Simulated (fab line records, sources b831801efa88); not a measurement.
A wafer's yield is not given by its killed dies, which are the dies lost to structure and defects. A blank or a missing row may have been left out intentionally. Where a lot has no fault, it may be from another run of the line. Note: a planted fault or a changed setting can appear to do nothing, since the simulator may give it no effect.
fab line records    flow sky130
record: lots: 11  wafers: 33  last-day: 50
route steps=708 shown METAL1@435 VIA1@460 PAD_OPEN@708
lots untouched by any fault: they come from a run of this same line in which no faults occurred
start-h: the number of hours between the record's first day and the start of the first shown wafer of the lot    wait-h: hours elapsed since this lot's preceding step    " as in the row above    L1.1+2: several wafers, shown together as one row    - no value present, or no start provided    * or withheld: withheld    < > ~ a bound
route shown NAME@n: a module of which the file shows steps, and the number in the route of the first    usual: average and standard deviation across the fault-free wafers    same: alike in all rows    chamber/n: place in a boat    sites: readings site by site    _std_site: their standard deviation    _edge_site: inner sites' mean taken away from outer sites' mean    radius-mm: for every site, how far away it sits from the centre of the wafer    mask NAME#n: copy n    behind: the last tool/chamber to shape the wafer    hold: cause of the lot's hold/its duration in hours/its outcome    device: names the non-switching transistor (n, p or np)    end of line: the same wafers' tests at the end of the route    a step without rows: its recipe alone    killed: the dies lost at the first sort to structure and to defects; this is not the yield of the wafer    map: dies across one wafer; x = killed, . = not, _ = none there
set.NAME: setting as actually run; set.NAME@STEP: the setting as run at that earlier step    model.NAME: the simulator's own value behind a step, which no gauge read
route steps across a sampled set of lots; one table per step, one row per wafer
services: a tool's chamber out of use, with start hour (start-h, from the record's first day; less than 0 if before it), hours out, and reason
== steps ==
step: SKY_METAL1_SPUTTER_01
recipe: material: TiN  target-thk-nm: 20  power-w: 6500  time-s: 16.7  chamber-pressure-pa: 0.4
usual: cathode-dc-power-W: 6499.9/1.2  throttle-valve-pct: 30.3/0.85
lot.wafer  tool            chamber  start-h  wait-h  cathode-dc-power-W  throttle-valve-pct
L484.3     pvd-sputter-03  -        760.13   0.0     6499.8              30.5
L484.4     "               -        "        "       6498.5              30.1
L484.6     "               -        "        "       6499.5              30.5
L485.1     pvd-sputter-04  -        761.83   0.0     6498.1              28.7
L485.3     "               -        "        "       6499.3              30.8
L485.4     "               -        "        "       6500.2              30.2
L487.4     pvd-sputter-01  -        763.91   0.0     6498.5              29.1
L487.5     "               -        "        "       6501.7              29.3
L487.6     "               -        "        "       6497.9              31.5
L486.4     pvd-sputter-03  -        764.07   0.0     6498.0              30.5
L486.5     "               -        "        "       6501.6              29.8
L486.6     "               -        "        "       6500.4              31.0
L500.1     pvd-sputter-04  -        864.85   0.0     6501.2              30.2
L500.2     "               -        "        "       6500.5              31.3
L500.5     "               -        "        "       6499.6              28.8
L501.1     pvd-sputter-01  -        869.72   0.0     6499.4              29.5
L501.4     "               -        "        "       6499.4              31.4
L501.5     "               -        "        "       6500.5              31.5
L502.1     pvd-sputter-03  -        873.33   0.0     6498.6              30.6
L502.2     "               -        "        "       6500.3              29.3
L502.5     "               -        "        "       6498.3              30.9
L503.1     pvd-sputter-03  -        889.89   0.0     6498.8              30.8
L503.2     "               -        "        "       6500.4              29.4
L503.6     "               -        "        "       6501.6              31.0
L504.4     pvd-sputter-01  -        890.37   0.0     6499.1              29.8
L504.5     "               -        "        "       6499.3              31.4
L504.6     "               -        "        "       6500.6              29.5
L505.1     pvd-sputter-04  -        901.77   0.0     6498.2              30.8
L505.4     "               -        "        "       6502.1              30.1
L505.6     "               -        "        "       6501.4              31.5
L506.1     pvd-sputter-04  -        906.50   0.0     6499.4              30.0
L506.3     "               -        "        "       6500.9              31.0
L506.6     "               -        "        "       6500.1              31.0
step: SKY_METAL1_DESCUM_17
recipe: chemistry: O2  source-power-w: 150  bias-power-w: 0  pressure-mtorr: 10  temp-c: 40  time-s: 8
usual: chamber-pressure-mTorr: 9.999/0.0098  drypump-motor-current-A: 5.7/0.39  oes-product-au: 1.004/0.013
lot.wafer  tool          chamber  start-h  wait-h  chamber-pressure-mTorr  drypump-motor-current-A  oes-product-au  rf-hours-counter-h
L484.3     rie-metal-02  1        787.03   0.0     9.998                   5.7                      1.011           -
L484.4     "             0        "        "       10.007                  6.4                      1.015           -
L484.6     "             0        "        "       9.987                   6.4                      1.013           -
L485.1     rie-metal-02  1        789.38   0.0     10.008                  5.8                      1.012           9
L485.3     "             1        "        "       10.008                  5.8                      1.010           -
L485.4     "             0        "        "       10.011                  6.4                      1.025           -
L487.4     rie-metal-01  0        791.18   0.0     9.999                   5.2                      1.018           -
L487.5     "             0        "        "       10.000                  5.3                      1.006           -
L487.6     "             1        "        "       10.005                  5.3                      0.976           -
L486.4     rie-metal-04  1        791.56   0.0     10.012                  6.1                      0.998           -
L486.5     "             1        "        "       9.999                   6.1                      0.988           -
L486.6     "             1        "        "       10.017                  6.1                      1.001           -
L500.1     rie-metal-04  1        890.56   0.0     9.995                   6.1                      0.998           12
L500.2     "             0        "        "       9.984                   5.8                      1.027           3
L500.5     "             1        "        "       10.010                  6.1                      0.992           -
L501.1     rie-metal-04  1        895.32   0.0     9.999                   6.1                      0.983           12
L501.4     "             0        "        "       9.993                   5.8                      1.015           -
L501.5     "             1        "        "       9.990                   6.1                      0.995           -
L502.1     rie-metal-02  0        899.33   0.0     9.980                   6.4                      1.018           1
L502.2     "             1        "        "       9.999                   5.7                      1.018           14
L502.5     "             1        "        "       9.990                   5.8                      1.011           -
L503.1     rie-metal-01  0        915.57   0.0     10.003                  5.3                      1.012           16
L503.2     "             1        "        "       10.000                  5.3                      1.004           12
L503.6     "             1        "        "       9.992                   5.3                      0.999           -
L504.4     rie-metal-04  1        916.54   0.0     10.002                  6.1                      0.976           -
L504.5     "             1        "        "       10.003                  6.1                      0.988           -
L504.6     "             0        "        "       9.998                   5.8                      1.012           -
L505.1     rie-metal-02  1        927.23   0.0     10.000                  5.8                      0.991           15
L505.4     "             1        "        "       10.006                  5.8                      0.996           -
L505.6     "             0        "        "       9.992                   6.4                      1.013           -
L506.1     rie-metal-01  1        931.62   0.0     10.005                  5.3                      0.994           12
L506.3     "             1        "        "       10.011                  5.3                      0.990           -
L506.6     "             1        "        "       9.992                   5.3                      0.990           -
step: SKY_VIA1_CMP_02
recipe: material: SiO2  down-force-psi: 4  platen-rpm: 60  pad-velocity-m-s: 0.94248
usual: motor-current-A: 11.8/1.3  platen-rpm: 60.00/0.046  slurry-filter-dp-kPa: 13.51/0.15
lot.wafer  tool    chamber  start-h  wait-h  motor-current-A  platen-rpm  slurry-filter-dp-kPa
L484.4     cmp-01  0        788.06   0.0     11.7             59.99       13.69
L484.3     "       1        "        "       13.1             60.04       13.59
L484.6     "       1        "        "       12.5             59.99       13.46
L485.1     cmp-02  2        790.36   0.1     10.9             60.08       13.39
L485.4     "       0        "        "       12.2             60.02       13.46
L485.3     "       1        "        "       10.3             59.97       13.51
L487.4     cmp-02  0        792.21   0.1     11.6             66.09       13.50
L487.5     "       3        "        "       11.0             66.10       13.36
L487.6     "       0        "        "       11.8             66.07       13.46
L486.4     cmp-02  1        792.75   0.1     10.0             65.97       13.37
L486.5     "       0        "        "       11.7             66.04       13.61
L486.6     "       1        "        "       10.1             65.99       13.53
L500.1     cmp-01  3        891.59   0.1     14.8             60.00       13.31
L500.2     "       1        "        "       12.5             59.96       13.46
L500.5     "       3        "        "       15.4             60.03       13.45
L501.1     cmp-02  3        896.37   0.1     11.3             60.08       13.93
L501.4     "       0        "        "       11.6             60.03       13.35
L501.5     "       2        "        "       11.4             60.11       13.00
L502.1     cmp-01  2        900.33   0.1     13.0             59.98       13.56
L502.2     "       3        "        "       14.8             60.06       13.64
L502.5     "       2        "        "       12.7             59.98       13.48
L503.1     cmp-02  0        916.80   0.3     11.0             60.02       13.58
L503.2     "       1        "        "       11.1             59.98       13.45
L503.6     "       1        "        "       10.2             59.94       13.55
L504.4     cmp-02  3        917.85   0.4     10.5             60.05       13.47
L504.6     "       0        "        "       11.7             59.99       13.46
L504.5     "       1        "        "       10.4             60.04       13.40
L505.4     cmp-02  3        928.46   0.2     10.7             60.01       13.67
L505.1     "       0        "        "       11.5             60.08       13.27
L505.6     "       3        "        "       11.3             60.04       13.49
L506.3     cmp-02  3        932.57   0.0     11.0             59.94       13.44
L506.1     "       1        "        "       10.7             59.93       13.22
L506.6     "       3        "        "       10.6             60.02       13.54
step: SKY_VIA1_BOW_MEAS_03
recipe: mode: bow
usual: VIA1_BOW: 79/6.5
lot.wafer  tool           chamber  start-h  wait-h  VIA1_BOW[um]
L484.3     film-metro-04  -        788.40   0.2     67
L484.4     "              -        "        "       86
L484.6     "              -        "        "       69
L485.1     film-metro-04  -        790.66   0.2     81
L485.3     "              -        "        "       82
L485.4     "              -        "        "       81
L487.4     film-metro-02  -        792.52   0.3     89
L487.5     "              -        "        "       80
L487.6     "              -        "        "       86
L486.4     film-metro-02  -        793.06   0.3     73
L486.5     "              -        "        "       80
L486.6     "              -        "        "       76
L500.1     film-metro-03  -        891.89   0.2     87
L500.2     "              -        "        "       81
L500.5     "              -        "        "       84
L501.1     film-metro-03  -        896.57   0.1     79
L501.4     "              -        "        "       77
L501.5     "              -        "        "       88
L502.1     film-metro-03  -        900.58   0.2     77
L502.2     "              -        "        "       87
L502.5     "              -        "        "       85
L503.1     film-metro-04  -        917.10   0.2     78
L503.2     "              -        "        "       70
L503.6     "              -        "        "       85
L504.4     film-metro-03  -        918.06   0.2     66
L504.5     "              -        "        "       78
L504.6     "              -        "        "       79
L505.1     film-metro-03  -        928.71   0.1     90
L505.4     "              -        "        "       82
L505.6     "              -        "        "       89
L506.1     film-metro-02  -        932.87   0.1     80
L506.3     "              -        "        "       73
L506.6     "              -        "        "       67
step: SKY_PAD_OPEN_PROBE_99
usual: defect-limited-yield: 83.0/1.8  killed_at_M0_to_M3: 43/7.5  killed_at_M4_up: 3.0/1.6  killed-at-contacts: 23/5.8  killed-at-front-end: 14/4.8  killed-at-other: 0.3/0.52  killed-dies: 84/9.1  killed-on-rim: 16/3.4  killed-open: 47/7.2  killed-short: 37/5.8  sort_bin_3_pad_short: 0.9/0.38  sort_bin_5_function: 10.0/1.5  sort_bin_6_memory: 6.1/1.1  sort-n-pass: 408/9.1  sort-yield-pct: 83.0/1.8
same: gross-dies: 492  killed-at-back-side: 0  sort_bin_4_leakage[%]: 0  sort_bin_8_speed[%]: 0
lot.wafer  tool       chamber  start-h  wait-h  defect-limited-yield[%]  killed_at_M0_to_M3  killed_at_M4_up  killed-at-contacts  killed-at-front-end  killed-at-other  killed-dies  killed-on-rim  killed-open  killed-short  sort_bin_3_pad_short[%]  sort_bin_5_function[%]  sort_bin_6_memory[%]  sort-n-pass  sort-yield-pct[%]
L484.3     prober-02  -        1095.65  0.2     84.6                     45                  3                16                  12                   0                76           15             44           32            1.2                      8.7                     5.5                   416          84.6
L484.4     prober-02  -        1095.70  0.2     81.3                     42                  2                36                  12                   0                92           14             50           42            0.6                      10.4                    7.7                   400          81.3
L484.6     prober-02  -        1095.80  0.2     83.9                     34                  3                26                  16                   0                79           16             43           33            1.4                      8.3                     6.3                   413          83.9
L485.1     prober-01  -        1096.01  0.1     84.3                     38                  4                26                  7                    2                77           19             46           31            0.4                      8.1                     7.1                   415          84.3
L485.3     prober-01  -        1096.11  0.2     82.7                     47                  3                23                  12                   0                85           17             45           40            0.6                      9.6                     7.1                   407          82.7
L485.4     prober-01  -        1096.16  0.2     84.8                     39                  1                22                  13                   0                75           15             46           29            0.8                      10.0                    4.5                   417          84.8
L487.4     prober-02  -        1097.12  0.2     82.3                     53                  5                18                  11                   0                87           19             48           39            0.6                      9.3                     7.7                   405          82.3
L487.5     prober-02  -        1097.17  0.2     81.7                     48                  3                27                  12                   0                90           20             57           33            0.6                      10.4                    7.3                   402          81.7
L487.6     prober-02  -        1097.22  0.2     80.7                     58                  4                21                  12                   0                95           17             52           43            0.8                      13.6                    4.9                   397          80.7
L486.4     prober-01  -        1097.66  0.2     82.7                     43                  3                24                  15                   0                85           19             51           34            0.8                      8.3                     8.1                   407          82.7
L486.5     prober-01  -        1097.71  0.2     81.1                     41                  1                30                  21                   0                93           16             54           39            0.8                      12.0                    6.1                   399          81.1
L486.6     prober-01  -        1097.76  0.2     83.9                     36                  2                28                  13                   0                79           16             36           43            0.8                      9.8                     5.5                   413          83.9
L500.1     prober-02  -        1171.58  0.1     84.1                     46                  2                24                  6                    0                78           17             49           29            0.6                      9.1                     6.1                   414          84.1
L500.2     prober-02  -        1171.63  0.1     82.3                     42                  2                21                  22                   0                87           13             45           42            1.0                      10.8                    5.9                   405          82.3
L500.5     prober-02  -        1171.78  0.2     81.9                     47                  5                13                  23                   1                89           13             47           42            1.0                      11.2                    5.9                   403          81.9
L501.1     prober-01  -        1174.59  0.1     82.3                     52                  2                19                  14                   0                87           17             52           35            1.0                      8.3                     8.3                   405          82.3
L501.4     prober-01  -        1174.74  0.2     79.1                     54                  4                32                  13                   0                103          19             65           38            1.0                      11.8                    8.1                   389          79.1
L501.5     prober-01  -        1174.79  0.2     83.5                     38                  3                26                  14                   0                81           13             51           30            1.2                      9.1                     6.1                   411          83.5
L502.1     prober-02  -        1177.39  0.1     84.1                     37                  4                21                  15                   1                78           21             49           29            0.2                      9.3                     6.3                   414          84.1
L502.2     prober-02  -        1177.44  0.1     84.1                     42                  1                24                  10                   1                78           16             50           28            1.0                      8.9                     5.9                   414          84.1
L502.5     prober-02  -        1177.59  0.2     83.3                     43                  2                21                  14                   2                82           11             44           38            1.0                      9.8                     5.9                   410          83.3
L503.1     prober-01  -        1183.98  0.1     83.9                     50                  2                19                  7                    1                79           13             51           28            1.2                      8.5                     6.3                   413          83.9
L503.2     prober-01  -        1184.03  0.1     83.3                     50                  4                18                  10                   0                82           22             40           42            0.8                      9.6                     6.3                   410          83.3
L503.6     prober-01  -        1184.23  0.2     83.9                     45                  0                21                  12                   1                79           15             46           33            0.4                      9.1                     6.5                   413          83.9
L504.4     prober-02  -        1185.63  0.2     81.7                     41                  4                28                  17                   0                90           17             49           41            0.8                      10.2                    7.3                   402          81.7
L504.5     prober-02  -        1185.68  0.2     84.6                     33                  4                29                  10                   0                76           16             40           36            1.2                      9.3                     4.9                   416          84.6
L504.6     prober-02  -        1185.73  0.2     82.9                     47                  1                22                  14                   0                84           17             48           36            0.8                      8.7                     7.5                   408          82.9
L505.1     prober-01  -        1194.51  0.1     86.4                     42                  1                8                   16                   0                67           13             23           44            2.0                      6.7                     4.9                   425          86.4
L505.4     prober-01  -        1194.66  0.2     82.9                     50                  2                19                  12                   1                84           11             48           36            1.0                      10.8                    5.3                   408          82.9
L505.6     prober-01  -        1194.76  0.2     83.1                     51                  2                16                  14                   0                83           12             51           32            0.6                      9.8                     6.5                   409          83.1
L506.1     prober-02  -        1198.13  0.1     83.5                     55                  1                16                  8                    1                81           21             47           34            0.4                      9.3                     6.7                   411          83.5
L506.3     prober-02  -        1198.23  0.2     83.1                     49                  4                15                  15                   0                83           20             50           33            0.8                      9.6                     6.5                   409          83.1
L506.6     prober-02  -        1198.38  0.2     79.3                     52                  3                29                  18                   0                102          18             58           44            1.4                      11.4                    7.9                   390          79.3
killed by level:class
L484.3 VIA1:geometric-particle:open=12 METAL2:geometric-particle:short=8 CONTACT:geometric-particle:open=7 LI_CONTACT:geometric-particle:open=6 VIA1:geometric-particle:short=5 VIA2:geometric-particle:open=5 VIA3:geometric-particle:open=4 POLY_GATE:geometric-particle:open=3
L484.4 CONTACT:geometric-particle:open=13 VIA3:geometric-particle:short=10 VIA1:geometric-particle:open=9 LI_CONTACT:geometric-particle:open=8 CONTACT:geometric-particle:short=6 LOCAL_INTERCONNECT:geometric-particle:short=5 VIA3:geometric-particle:open=5 METAL1:geometric-particle:short=4
L484.6 LI_CONTACT:geometric-particle:open=9 CONTACT:geometric-particle:open=9 VIA1:geometric-particle:open=9 VIA2:geometric-particle:open=7 LOCAL_INTERCONNECT:geometric-particle:short=5 FIELD_ISO:geometric-particle:short=4 VIA1:geometric-particle:short=4 FIELD_ISO:geometric-particle:open=3
L485.1 CONTACT:geometric-particle:open=13 VIA3:geometric-particle:open=9 VIA1:geometric-particle:open=8 CONTACT:geometric-particle:short=5 VIA3:geometric-particle:short=5 LI_CONTACT:geometric-particle:open=4 LI_CONTACT:geometric-particle:short=3 METAL2:geometric-particle:short=3
L485.3 VIA3:geometric-particle:open=10 CONTACT:geometric-particle:open=8 METAL1:geometric-particle:short=7 LI_CONTACT:geometric-particle:open=6 VIA1:geometric-particle:open=6 VIA2:geometric-particle:open=6 VIA1:geometric-particle:short=5 CONTACT:geometric-particle:short=4
L485.4 LI_CONTACT:geometric-particle:open=10 CONTACT:geometric-particle:open=9 VIA1:geometric-particle:short=7 VIA1:geometric-particle:open=6 VIA3:geometric-particle:open=5 VIA2:geometric-particle:open=5 POLY_CUT:geometric-particle:open=4 METAL2:geometric-particle:short=4
L487.4 VIA1:geometric-particle:open=13 METAL1:geometric-particle:short=9 VIA2:geometric-particle:open=8 VIA3:geometric-particle:open=8 CONTACT:geometric-particle:open=8 METAL2:geometric-particle:short=5 VIA1:geometric-particle:short=4 METAL4:geometric-particle:short=4
L487.5 CONTACT:geometric-particle:open=13 VIA2:geometric-particle:open=11 VIA3:geometric-particle:open=8 VIA1:geometric-particle:open=8 LI_CONTACT:geometric-particle:open=7 METAL2:geometric-particle:short=5 METAL1:geometric-particle:short=4 METAL3:geometric-particle:short=4
L487.6 VIA1:geometric-particle:open=14 VIA3:geometric-particle:open=9 VIA1:geometric-particle:short=8 FIELD_ISO:geometric-particle:open=6 CONTACT:geometric-particle:open=6 VIA2:geometric-particle:short=6 VIA2:geometric-particle:open=6 LI_CONTACT:geometric-particle:open=5
L486.4 VIA1:geometric-particle:open=11 VIA2:geometric-particle:open=11 CONTACT:geometric-particle:open=10 CONTACT:geometric-particle:short=5 LI_CONTACT:geometric-particle:open=4 POLY_GATE:geometric-particle:open=3 VIA1:geometric-particle:short=3 SPACER:geometric-particle:short=3
L486.5 CONTACT:geometric-particle:open=15 VIA1:geometric-particle:open=15 VIA1:geometric-particle:short=8 VIA2:geometric-particle:open=5 POLY_GATE:geometric-particle:short=5 LOCAL_INTERCONNECT:geometric-particle:short=5 FIELD_ISO:geometric-particle:open=4 FIELD_ISO:geometric-particle:short=4
L486.6 VIA1:geometric-particle:open=12 CONTACT:geometric-particle:short=9 LOCAL_INTERCONNECT:geometric-particle:short=6 CONTACT:geometric-particle:open=6 VIA3:geometric-particle:open=5 LI_CONTACT:geometric-particle:open=4 VIA1:geometric-particle:short=4 VIA3:geometric-particle:short=4
L500.1 VIA1:geometric-particle:open=16 CONTACT:geometric-particle:open=10 VIA1:geometric-particle:short=7 METAL2:geometric-particle:short=7 LI_CONTACT:geometric-particle:open=6 VIA3:geometric-particle:open=5 VIA2:geometric-particle:open=4 LOCAL_INTERCONNECT:geometric-particle:short=3
L500.2 VIA2:geometric-particle:open=8 FIELD_ISO:geometric-particle:open=7 VIA1:geometric-particle:open=7 VIA3:geometric-particle:open=7 LI_CONTACT:geometric-particle:open=6 POLY_GATE:geometric-particle:short=5 METAL1:geometric-particle:short=5 VIA1:geometric-particle:short=5
L500.5 FIELD_ISO:geometric-particle:open=9 VIA1:geometric-particle:short=8 VIA1:geometric-particle:open=7 VIA2:geometric-particle:open=7 FIELD_ISO:geometric-particle:short=6 METAL1:geometric-particle:short=5 CONTACT:geometric-particle:open=5 VIA2:geometric-particle:short=5
L501.1 VIA1:geometric-particle:open=16 CONTACT:geometric-particle:open=8 VIA2:geometric-particle:open=8 VIA3:geometric-particle:open=7 CONTACT:geometric-particle:short=6 VIA1:geometric-particle:short=6 METAL2:geometric-particle:short=5 FIELD_ISO:geometric-particle:open=3
L501.4 CONTACT:geometric-particle:open=14 LI_CONTACT:geometric-particle:open=10 VIA1:geometric-particle:open=10 VIA2:geometric-particle:open=9 VIA3:geometric-particle:open=7 CONTACT:geometric-particle:short=5 METAL1:geometric-particle:short=5 METAL2:geometric-particle:short=5
L501.5 CONTACT:geometric-particle:open=13 VIA3:geometric-particle:open=9 VIA2:geometric-particle:open=7 LI_CONTACT:geometric-particle:open=7 VIA1:geometric-particle:open=5 FIELD_ISO:geometric-particle:open=4 METAL1:geometric-particle:short=4 CONTACT:geometric-particle:short=4
L502.1 VIA1:geometric-particle:open=11 CONTACT:geometric-particle:open=7 LI_CONTACT:geometric-particle:open=6 VIA2:geometric-particle:open=6 FIELD_ISO:geometric-particle:open=5 VIA2:geometric-particle:short=5 POLY_GATE:geometric-particle:short=4 CONTACT:geometric-particle:short=4
L502.2 VIA1:geometric-particle:open=14 LI_CONTACT:geometric-particle:open=9 CONTACT:geometric-particle:open=9 METAL1:geometric-particle:short=7 VIA2:geometric-particle:open=5 FIELD_ISO:geometric-particle:open=3 CONTACT:geometric-particle:short=3 METAL2:geometric-particle:short=3
L502.5 VIA1:geometric-particle:open=12 METAL2:geometric-particle:short=8 LI_CONTACT:geometric-particle:open=7 VIA1:geometric-particle:short=6 VIA2:geometric-particle:open=6 LOCAL_INTERCONNECT:geometric-particle:short=5 CONTACT:geometric-particle:open=5 VIA3:geometric-particle:open=5
L503.1 VIA1:geometric-particle:open=15 VIA3:geometric-particle:open=9 CONTACT:geometric-particle:open=8 VIA2:geometric-particle:open=7 VIA1:geometric-particle:short=7 LI_CONTACT:geometric-particle:open=6 FIELD_ISO:geometric-particle:open=3 LI_CONTACT:geometric-particle:short=3
L503.2 VIA1:geometric-particle:open=16 METAL1:geometric-particle:short=6 LI_CONTACT:geometric-particle:open=5 VIA3:geometric-particle:open=5 FIELD_ISO:geometric-particle:short=4 VIA2:geometric-particle:short=4 LI_CONTACT:geometric-particle:short=4 VIA1:geometric-particle:short=4
L503.6 VIA1:geometric-particle:open=13 VIA2:geometric-particle:open=7 LI_CONTACT:geometric-particle:open=6 VIA1:geometric-particle:short=6 CONTACT:geometric-particle:open=5 METAL2:geometric-particle:short=5 FIELD_ISO:geometric-particle:short=4 POLY_GATE:geometric-particle:open=4
L504.4 VIA1:geometric-particle:open=11 LI_CONTACT:geometric-particle:open=9 CONTACT:geometric-particle:open=7 METAL1:geometric-particle:short=7 VIA1:geometric-particle:short=7 POLY_GATE:geometric-particle:short=6 FIELD_ISO:geometric-particle:short=5 LOCAL_INTERCONNECT:geometric-particle:short=5
L504.5 CONTACT:geometric-particle:open=11 VIA1:geometric-particle:open=8 METAL1:geometric-particle:short=8 LI_CONTACT:geometric-particle:open=7 CONTACT:geometric-particle:short=6 FIELD_ISO:geometric-particle:short=5 VIA2:geometric-particle:open=5 VIA3:geometric-particle:short=4
L504.6 VIA1:geometric-particle:open=10 CONTACT:geometric-particle:open=8 VIA2:geometric-particle:open=8 CONTACT:geometric-particle:short=6 METAL2:geometric-particle:short=6 LI_CONTACT:geometric-particle:open=5 VIA3:geometric-particle:short=5 VIA3:geometric-particle:open=4
L505.1 VIA1:geometric-particle:open=8 METAL1:geometric-particle:short=7 METAL2:geometric-particle:short=7 POLY_GATE:geometric-particle:short=5 FIELD_ISO:geometric-particle:short=4 VIA1:geometric-particle:short=4 VIA2:geometric-particle:short=4 LI_CONTACT:geometric-particle:short=3
L505.4 VIA1:geometric-particle:open=11 VIA2:geometric-particle:open=9 VIA3:geometric-particle:open=9 CONTACT:geometric-particle:open=8 METAL1:geometric-particle:short=8 METAL2:geometric-particle:short=5 LI_CONTACT:geometric-particle:short=4 POLY_GATE:geometric-particle:short=3
L505.6 VIA1:geometric-particle:open=12 VIA2:geometric-particle:open=11 CONTACT:geometric-particle:open=9 VIA3:geometric-particle:open=7 METAL1:geometric-particle:short=6 FIELD_ISO:geometric-particle:open=5 METAL2:geometric-particle:short=4 FIELD_ISO:geometric-particle:short=3
L506.1 VIA1:geometric-particle:open=15 VIA3:geometric-particle:open=8 METAL1:geometric-particle:short=8 METAL2:geometric-particle:short=7 LI_CONTACT:geometric-particle:open=6 CONTACT:geometric-particle:open=6 METAL2:geometric-particle:open=4 METAL3:geometric-particle:short=4
L506.3 VIA1:geometric-particle:open=14 VIA2:geometric-particle:open=11 POLY_GATE:geometric-particle:open=5 VIA3:geometric-particle:open=5 LI_CONTACT:geometric-particle:short=5 METAL1:geometric-particle:short=4 FIELD_ISO:geometric-particle:open=3 LI_CONTACT:geometric-particle:open=3
L506.6 VIA1:geometric-particle:open=15 LI_CONTACT:geometric-particle:open=9 CONTACT:geometric-particle:open=9 VIA3:geometric-particle:open=9 METAL2:geometric-particle:short=7 VIA2:geometric-particle:short=6 FIELD_ISO:geometric-particle:short=5 POLY_GATE:geometric-particle:short=5
== services ==
tool            chamber  start-h  hours  kind
pvd-sputter-01  -        739.91   3.9    repair
cmp-02          -        742.56   0.8    repair
cmp-01          -        744.00   4.0    pm
cmp-01          -        748.00   -      consumable-replace:conditioner
cmp-01          -        748.00   -      consumable-replace:pad
rie-metal-04    0        786.02   -      clean
rie-metal-04    0        786.02   20.1   scheduled-down
rie-metal-04    0        786.02   20.1   vent-cycle
cmp-01          -        794.82   0.5    repair
cmp-02          -        804.24   2.3    repair
cmp-02          -        810.55   5.2    pm
pvd-sputter-01  -        813.67   4.6    repair
rie-metal-01    -        825.78   2.8    pm
rie-metal-02    0        846.84   -      clean
rie-metal-02    0        846.84   22.3   scheduled-down
rie-metal-02    0        846.84   22.3   vent-cycle
cmp-01          -        861.25   1.0    repair
cmp-02          -        876.22   1.1    repair
cmp-02          -        891.66   0.4    repair
pvd-sputter-03  -        899.98   5.2    repair
cmp-02          -        912.00   4.0    pm
cmp-02          -        916.00   -      consumable-replace:conditioner
cmp-02          -        916.00   -      consumable-replace:pad
cmp-01          -        916.01   4.0    repair
== key ==
first-sign: step: SKY_VIA1_CMP_02  reading: platen-rpm  direction: up  sigmas: 99+  usual: 60.00  struck: 66.04
effect none on later readings
met-at SKY_VIA1_CMP_02
struck-lots L486,L487
not-acting-at SKY_METAL1_SPUTTER_01,SKY_METAL1_DESCUM_17,SKY_VIA1_BOW_MEAS_03
fault: kind: process-parameter-drift  tool: cmp-02  chamber: -  onset-h: 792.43  steps: SKY_VIA1_CMP_02  channel: platen-rpm  offset: 6  shape: step  end-h: 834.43  acts-in: these-recipes-only  stated: 60
